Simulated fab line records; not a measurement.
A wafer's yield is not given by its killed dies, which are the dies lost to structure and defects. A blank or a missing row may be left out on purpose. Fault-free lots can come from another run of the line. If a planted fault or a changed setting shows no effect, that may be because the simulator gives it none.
Which tool was responsible?    flow sky130    42 wafers from 14 lots sampled at 7 of the route's 708 steps

== WHAT EACH GAUGE READ, for each wafer ==
SKY_SD_N_TW_MEAS_12.
lot   measured      on            SD_N_TW
L635  day 27 16:06  filmMetro-03  3994 3981 3971
L636  day 27 22:00  filmMetro-04  4026 4044 4057
L637  day 28 09:19  filmMetro-04  4018 4016 4028
L638  day 28 18:09  filmMetro-02  3960 3966 3975
L643  day 30 14:08  filmMetro-02  3979 3988 3998
L645  day 32 07:29  filmMetro-04  3881 3868 3865
L646  day 32 08:44  filmMetro-03  3942 3929 3930
L649  day 32 19:45  filmMetro-03  4019 4024 4012
L650  day 33 00:14  filmMetro-02  3952 3967 3953
L651  day 33 01:49  filmMetro-03  4033 4051 4049
L652  day 33 20:43  filmMetro-03  4028 4031 4025
L654  day 34 01:28  filmMetro-03  4008 3984 4008
L657  day 34 17:26  filmMetro-04  4005 4004 4004
L658  day 35 06:37  filmMetro-02  3943 3947 3950

SKY_SD_N_RS_MEAS_16: the measuring method here is four-point-probe.
lot   measured      on            SD_N_RS (ohm/sq)
L635  day 27 16:24  filmMetro-03  68.45 68.49 68.58
L636  day 27 22:17  filmMetro-03  68.46 68.56 68.65
L637  day 28 09:37  filmMetro-02  68.31 68.35 68.37
L638  day 28 18:27  filmMetro-04  68.46 68.56 68.46
L643  day 30 14:25  filmMetro-04  68.57 68.54 68.42
L645  day 32 07:46  filmMetro-03  72.46 72.42 72.37
L646  day 32 09:01  filmMetro-03  72.71 72.73 72.61
L649  day 32 20:02  filmMetro-04  68.64 68.55 68.49
L650  day 33 00:31  filmMetro-02  68.34 68.38 68.27
L651  day 33 02:07  filmMetro-04  68.50 68.59 68.64
L652  day 33 21:00  filmMetro-02  68.47 68.42 68.48
L654  day 34 01:47  filmMetro-02  68.34 68.41 68.30
L657  day 34 17:44  filmMetro-03  68.55 68.74 68.67
L658  day 35 06:55  filmMetro-04  68.57 68.52 68.61

SKY_METAL1_RS_MEAS_05: the measuring method here is four-point-probe.
lot   measured      on            METAL1_ALCU_RS (ohm/sq)
L635  day 31 09:08  filmMetro-02  0.1262 0.1285 0.1253
L636  day 31 15:29  filmMetro-04  0.1258 0.1255 0.1247
L637  day 32 01:58  filmMetro-02  0.1264 0.1284 0.1268
L638  day 32 09:48  filmMetro-04  0.1268 0.1274 0.1284
L643  day 34 05:28  filmMetro-02  0.1292 0.1298 0.1253
L645  day 35 20:45  filmMetro-04  0.1238 0.1269 0.1268
L646  day 35 22:30  filmMetro-02  0.1277 0.1290 0.1283
L649  day 36 09:04  filmMetro-04  0.1273 0.1258 0.1286
L650  day 36 13:15  filmMetro-01  0.1281 0.1271 0.1276
L651  day 36 15:56  filmMetro-01  0.1262 0.1298 0.1262
L652  day 37 09:15  filmMetro-04  0.1274 0.1271 0.1280
L654  day 37 13:29  filmMetro-01  0.1291 0.1276 0.1291
L657  day 38 05:03  filmMetro-02  0.1262 0.1267 0.1269
L658  day 38 17:40  filmMetro-04  0.1265 0.1270 0.1269

SKY_METAL1_CD_MEAS_15 targets a cd of 140 nm.
lot   measured      on        cdNm (nm)
L635  day 32 12:23  cdSem-02  139.6 138.4 138.8
L636  day 32 18:37  cdSem-02  140.4 137.5 137.7
L637  day 33 04:25  cdSem-02  140.9 140.2 141.9
L638  day 33 12:05  cdSem-02  140.3 140.6 139.1
L643  day 35 08:26  cdSem-02  141.7 141.0 140.0
L645  day 36 22:59  cdSem-02  139.0 139.1 139.2
L646  day 37 00:08  cdSem-02  138.4 139.4 140.3
L649  day 37 11:02  cdSem-01  140.3 140.8 142.9
L650  day 37 15:22  cdSem-01  141.4 141.6 141.8
L651  day 37 17:56  cdSem-01  138.8 139.8 139.3
L652  day 38 11:19  cdSem-01  139.6 140.7 139.1
L654  day 38 15:21  cdSem-02  141.4 139.8 142.3
L657  day 39 06:34  cdSem-01  141.4 139.1 140.3
L658  day 39 19:08  cdSem-01  143.8 141.6 142.1

== WHAT TOOL EACH LOT RAN ON (gives the tool, then ch and the chambers of the sampled wafers, and finally the start) ==
lot   SKY_SD_N_IMPLANT_09              SKY_SD_N_STRIP_11                    SKY_LI_CONTACT_SPUTTER_19
L635  implanter-04 ch 0, day 27 15:43  plasmaAsher-03 ch 0,1, day 27 15:59  pvdSputter-02, day 28 21:48
L636  implanter-04 ch 0, day 27 21:37  plasmaAsher-02 ch 0,1, day 27 21:53  pvdSputter-01, day 29 03:45
L637  implanter-02 ch 0, day 28 08:56  plasmaAsher-01 ch 0,1, day 28 09:13  pvdSputter-01, day 29 14:59
L638  implanter-04 ch 0, day 28 17:46  plasmaAsher-01 ch 0,1, day 28 18:02  pvdSputter-04, day 29 23:38
L643  implanter-01 ch 0, day 30 13:44  plasmaAsher-02 ch 0,1, day 30 14:02  pvdSputter-01, day 31 19:22
L645  implanter-04 ch 0, day 32 07:05  plasmaAsher-01 ch 0,1, day 32 07:23  pvdSputter-01, day 33 11:38
L646  implanter-04 ch 0, day 32 08:20  plasmaAsher-01 ch 0,1, day 32 08:38  pvdSputter-02, day 33 13:05
L649  implanter-01 ch 0, day 32 19:21  plasmaAsher-01 ch 0,1, day 32 19:39  pvdSputter-02, day 34 00:35
L650  implanter-02 ch 0, day 32 23:50  plasmaAsher-02 ch 0,1, day 33 00:08  pvdSputter-01, day 34 04:50
L651  implanter-02 ch 0, day 33 01:26  plasmaAsher-02 ch 0,1, day 33 01:43  pvdSputter-01, day 34 06:28
L652  implanter-02 ch 0, day 33 20:19  plasmaAsher-01 ch 0,1, day 33 20:36  pvdSputter-01, day 35 01:10
L654  implanter-02 ch 0, day 34 01:07  plasmaAsher-03 ch 0,1, day 34 01:22  pvdSputter-01, day 35 05:59
L657  implanter-02 ch 0, day 34 17:03  plasmaAsher-03 ch 0, day 34 17:19    pvdSputter-04, day 35 21:28
L658  implanter-04 ch 0, day 35 06:13  plasmaAsher-02 ch 0,1, day 35 06:31  pvdSputter-04, day 36 09:49
- SKY_SD_N_IMPLANT_09
- SKY_SD_N_STRIP_11: strips in O2/N2.
- SKY_LI_CONTACT_SPUTTER_19: material Ti, target thk 20 nm, time 106.37 s.

== WHAT THE TOOLS THEMSELVES READ (means of the sampled wafers that have a number; where no wafer has one, the mark that the record gives instead) ==
SKY_SD_N_IMPLANT_09.
lot   tool          beamEnergyKeV  doseIonsCm2  faradayCurrentUA
L635  implanter-04  50.006         3.996e+15    11972
L636  implanter-04  49.999         3.998e+15    12332
L637  implanter-02  50.011         3.998e+15    11775
L638  implanter-04  49.988         3.999e+15    12254
L643  implanter-01  50.007         4.001e+15    9843
L645  implanter-04  44.566         4.005e+15    12057
L646  implanter-04  44.583         4.000e+15    12227
L649  implanter-01  49.988         3.995e+15    9911
L650  implanter-02  50.000         4.002e+15    11569
L651  implanter-02  50.025         3.998e+15    11549
L652  implanter-02  50.011         4.003e+15    11539
L654  implanter-02  49.995         4.002e+15    11786
L657  implanter-02  50.003         3.999e+15    11474
L658  implanter-04  49.995         3.995e+15    12115

SKY_SD_N_STRIP_11.
lot   tool            drypumpMotorCurrentA (A)  oesProductAu (a.u.)  stripTimeToEndpointS (s)
L635  plasmaAsher-03  5.46                      0.528                22.57
L636  plasmaAsher-02  5.56                      0.526                22.58
L637  plasmaAsher-01  5.63                      0.522                22.55
L638  plasmaAsher-01  5.64                      0.528                22.53
L643  plasmaAsher-02  5.55                      0.528                22.57
L645  plasmaAsher-01  5.63                      0.544                21.76
L646  plasmaAsher-01  5.81                      0.545                21.72
L649  plasmaAsher-01  5.62                      0.533                22.53
L650  plasmaAsher-02  5.62                      0.527                22.54
L651  plasmaAsher-02  5.55                      0.525                22.48
L652  plasmaAsher-01  5.82                      0.523                22.45
L654  plasmaAsher-03  5.31                      0.525                22.50
L657  plasmaAsher-03  5.64                      0.524                22.47
L658  plasmaAsher-02  5.55                      0.527                22.51

SKY_LI_CONTACT_SPUTTER_19.
lot   tool           throttleValvePct (%)
L635  pvdSputter-02  31.0
L636  pvdSputter-01  30.6
L637  pvdSputter-01  30.1
L638  pvdSputter-04  31.1
L643  pvdSputter-01  30.0
L645  pvdSputter-01  30.3
L646  pvdSputter-02  31.1
L649  pvdSputter-02  31.2
L650  pvdSputter-01  30.2
L651  pvdSputter-01  30.6
L652  pvdSputter-01  30.5
L654  pvdSputter-01  30.0
L657  pvdSputter-04  31.1
L658  pvdSputter-04  31.2

== THE ANSWER, worked out from the rows above alone ==
Rule: what is usual is taken from the lots themselves. The widest of any qualifying gaps counts: lots, ordered by their means at a reading, are off when they make up no more than a third of the lots, leave a main group of 4 or more, and stand apart from it by 3 or more times the standard deviation of that group's means. A main group is skipped when, at the precision printed for the reading in the tables above, its means are all equal. Also off: a lot with no number at a reading for which 4 or more lots have one. The other lots that the step has rows for count as sound. The gauges are gone through in route order, then the tools' own readings, and for those a lot's mean is taken as printed above. The first step at which some lot is off is used, and at that step the reading that is off furthest; a lot without a number counts as furthest.
Off: L645, L646, at SKY_SD_N_RS_MEAS_16 (SD_N_RS). The main group: mean 68.49 ohm/sq, standard deviation 0.099.
A tool fits if, at a process step before that reading, it ran every lot that is off, and no sound lot after the first of them. The gauges at SKY_SD_N_RS_MEAS_16 aren't tried: what is off there is off at SKY_SD_N_IMPLANT_09 too, on other tools, and a gauge's error can't cause that. None of those tried fits.

== WHAT WAS PUT IN BY THE SIMULATOR ==
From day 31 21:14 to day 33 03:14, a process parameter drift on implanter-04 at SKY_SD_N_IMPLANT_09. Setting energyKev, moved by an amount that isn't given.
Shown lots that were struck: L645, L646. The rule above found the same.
